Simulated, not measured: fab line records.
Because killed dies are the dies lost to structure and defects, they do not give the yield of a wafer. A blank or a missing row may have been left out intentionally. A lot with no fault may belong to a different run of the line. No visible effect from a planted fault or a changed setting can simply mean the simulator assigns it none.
Which tool did it? -- flow gf180mcu -- 42 wafers from 14 lots sampled at 5 of the route's 602 steps

== WHAT EACH GAUGE READ, for each wafer ==
GF_VT_IMPLANT_TW_MEAS_10. Usual: VT_IMPLANT_TW 559, standard deviation 3.8.
lot,measured,on,VT_IMPLANT_TW,flag
L179,day 5 18:13,film metro-04,556 554 554,
L180,day 6 00:23,film metro-02,565 565 562,
L181,day 6 04:26,film metro-04,558 559 560,
L182,day 6 10:07,film metro-03,688 692 693,OFF
L183,day 6 15:29,film metro-03,553 554 555,
L184,day 6 21:34,film metro-04,558 562 557,
L186,day 7 12:53,film metro-02,558 557 561,
L191,day 8 17:00,film metro-02,693 696 695,OFF
L192,day 9 00:07,film metro-03,552 551 554,
L197,day 10 06:44,film metro-04,555 558 555,
L198,day 10 14:41,film metro-02,561 563 563,
L199,day 10 21:16,film metro-04,554 552 556,
L200,day 11 00:40,film metro-02,563 562 562,
L201,day 11 08:32,film metro-02,568 565 567,

GF_HV_LDD_CD_MEAS_31: target cd 400 nm. Usual: cd nm at 402.2 nm, with a standard deviation of 2.1.
lot,measured,on,cd nm (nm),flag
L179,day 11 19:55,cd sem-02,404.7 402.8 403.6,
L180,day 12 00:01,cd sem-02,402.0 403.4 401.1,
L181,day 12 07:04,cd sem-01,404.7 402.3 402.1,
L182,day 12 14:53,cd sem-01,402.4 402.8 402.6,
L183,day 12 20:01,cd sem-01,401.8 400.8 401.6,
L184,day 13 03:38,cd sem-02,403.9 401.9 402.1,
L186,day 13 23:46,cd sem-01,401.6 400.1 402.6,
L191,day 15 11:34,cd sem-02,401.8 402.3 403.7,
L192,day 15 20:53,cd sem-01,401.1 399.1 398.2,
L197,day 17 14:41,cd sem-01,398.7 400.7 399.3,
L198,day 17 22:38,cd sem-01,404.8 402.4 400.9,
L199,day 18 08:43,cd sem-02,400.6 399.3 398.8,
L200,day 18 17:49,cd sem-01,404.4 404.7 402.2,
L201,day 18 20:59,cd sem-01,402.0 402.2 402.5,

GF_SALICIDE_RS_MEAS_04: measurement is done with a four-point probe. Usual: SALICIDE_TIN_RS 16.25 ohm/sq, standard deviation 0.26.
lot,measured,on,SALICIDE_TIN_RS (ohm/sq),flag
L179,day 15 09:51,film metro-01,16.11 16.02 16.22,
L180,day 15 15:24,film metro-03,16.63 16.28 16.53,
L181,day 15 22:01,film metro-01,15.88 15.79 15.86,
L182,day 16 07:40,film metro-01,16.42 16.44 16.51,
L183,day 16 12:13,film metro-02,16.44 16.31 16.44,
L184,day 17 00:09,film metro-02,16.47 16.59 16.36,
L186,day 17 22:12,film metro-02,16.28 16.04 16.14,
L191,day 19 14:31,film metro-03,16.13 16.49 16.23,
L192,day 19 23:56,film metro-02,16.51 16.52 16.57,
L197,day 21 19:59,film metro-02,15.95 15.81 16.15,
L198,day 22 04:54,film metro-03,15.84 15.73 16.02,
L199,day 22 13:08,film metro-02,16.05 16.02 15.94,
L200,day 22 23:32,film metro-02,16.32 16.25 16.51,
L201,day 23 01:26,film metro-02,15.93 16.47 16.50,

GF_CONTACT_THK_MEAS_26: measures by xrf. Usual: CONTACT_W_THK 299 nm, standard deviation 3.3.
lot,measured,on,CONTACT_W_THK (nm),flag
L179,day 16 10:14,film metro-01,301 307 300,
L180,day 16 15:06,film metro-04,294 298 294,
L181,day 16 22:30,film metro-01,300 308 300,
L182,day 17 08:37,film metro-01,296 298 300,
L183,day 17 12:46,film metro-04,298 296 298,
L184,day 18 01:28,film metro-02,304 295 306,
L186,day 19 00:13,film metro-02,292 294 294,
L191,day 20 17:25,film metro-04,304 298 301,
L192,day 21 01:50,film metro-04,302 306 300,
L197,day 22 21:30,film metro-01,300 295 295,
L198,day 23 05:47,film metro-02,298 298 298,
L199,day 23 14:05,film metro-04,292 297 294,
L200,day 24 00:11,film metro-02,300 303 298,
L201,day 24 02:21,film metro-02,301 298 301,

== WHAT TOOL EACH LOT RAN ON (gives the tool, then ch and the chambers of the sampled wafers, and finally the start) ==
lot,GF_VT_IMPLANT_IMPLANT_08
L179,"implanter-04 ch 0, day 5 17:58"
L180,"implanter-04 ch 0, day 6 00:08"
L181,"implanter-01 ch 0, day 6 04:11"
L182,"implanter-01 ch 0, day 6 09:31"
L183,"implanter-04 ch 0, day 6 15:14"
L184,"implanter-02 ch 0, day 6 21:21"
L186,"implanter-02 ch 0, day 7 12:38"
L191,"implanter-04 ch 0, day 8 16:26"
L192,"implanter-01 ch 0, day 8 23:53"
L197,"implanter-02 ch 0, day 10 06:30"
L198,"implanter-04 ch 0, day 10 14:27"
L199,"implanter-01 ch 0, day 10 21:01"
L200,"implanter-04 ch 0, day 11 00:28"
L201,"implanter-01 ch 0, day 11 08:18"
- GF_VT_IMPLANT_IMPLANT_08

== WHAT THE TOOLS THEMSELVES READ (means of the sampled wafers that have a number; where no wafer has one, the mark that the record gives instead) ==
The record holds no such reading with a usual standard deviation.

== THE ANSWER, worked out from the rows above alone ==
Rule: lot off if the mean of its wafers having a number is beyond 3 standard deviations from the usual mean. Also off: a lot with no number at a reading for which 4 or more lots have one. The other lots that the step has rows for count as sound. Order of review: gauges by route order, followed by the tools' own readings, for which a lot's mean as printed above is used. At the first step where some lot is off, the reading lying furthest off is the one used; lots without a number count as furthest.
Off: L182, L191, seen at GF_VT_IMPLANT_TW_MEAS_10 (VT_IMPLANT_TW).
A tool fits if, at a process step before that reading, it ran every lot that is off, and no sound lot after the first of them. The gauges at GF_VT_IMPLANT_TW_MEAS_10 are tried like those tools. No candidate that was tried fits.

== WHAT WAS PUT IN BY THE SIMULATOR ==
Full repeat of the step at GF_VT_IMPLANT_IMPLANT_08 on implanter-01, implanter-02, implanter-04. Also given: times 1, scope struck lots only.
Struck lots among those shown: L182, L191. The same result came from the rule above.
